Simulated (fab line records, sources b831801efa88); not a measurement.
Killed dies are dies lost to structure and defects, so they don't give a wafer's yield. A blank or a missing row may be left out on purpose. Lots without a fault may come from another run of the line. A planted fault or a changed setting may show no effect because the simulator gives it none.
Chamber matching | flow gf180mcu | GF_V1_CVD_00 on hdpcvd-02: 3 sister chambers
The step deposits SiO2, target thk 600 nm, time 100 s. 16 wafers are shown with their chamber, then 8 later ones without.

WAFERS WITH THEIR CHAMBER
wafer  | chamber | sih4_flow_sccm (sccm)
L402.1 | 2       | 59.93
L402.2 | 0       | 59.75
L402.6 | 1       | 59.92
L404.1 | 0       | 59.89
L404.2 | 1       | 59.85
L404.3 | 2       | 60.36
L405.1 | 0       | 60.08
L405.3 | 1       | 59.92
L405.5 | 0       | 60.24
L406.1 | 1       | 60.17
L406.4 | 0       | 59.98
L406.5 | 1       | 59.96
L409.3 | 2       | 60.03
L409.5 | 1       | 60.03
L409.6 | 0       | 60.10
L420.4 | 2       | 59.79

SIGNATURES (means of the wafers above)
reading        | chamber 0 | chamber 1 | chamber 2 | scatter within a chamber
sih4_flow_sccm | 60.0067   | 59.9750   | 60.0275   | 0.173
Rule: a wafer's distance from a chamber is the root of the sum, over the readings, of the square of ((its reading less the chamber's mean) divided by the reading's scatter). The wafer belongs to the nearest chamber; if the next one is less than 2 further off, it can't be placed. The scatter: the root of (the sum of the squares of (reading less its chamber's mean) over the shown wafers, divided by (wafers less chambers)).

WAFERS WITHOUT THEIR CHAMBER
wafer  | sih4_flow_sccm (sccm)
L420.5 | 60.21
L420.6 | 59.98
L422.1 | 59.88
L422.3 | 59.64
L422.4 | 60.04
L423.2 | 59.83
L423.4 | 59.85
L423.6 | 60.19

WHICH CHAMBER EACH WENT THROUGH
wafer  | from the rows above          | in truth
L420.5 | can't be placed: 2 or 0 or 1 | 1
L420.6 | can't be placed: 1 or 0 or 2 | 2
L422.1 | can't be placed: 1 or 0 or 2 | 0
L422.3 | can't be placed: 1 or 0 or 2 | 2
L422.4 | can't be placed: 2 or 0 or 1 | 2
L423.2 | can't be placed: 1 or 0 or 2 | 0
L423.4 | can't be placed: 1 or 0 or 2 | 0
L423.6 | can't be placed: 2 or 0 or 1 | 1
Placed correctly: 0 of 8. Can't be placed from these rows: 8 (the true chamber is among the candidates in 8). Placed wrongly: 0.
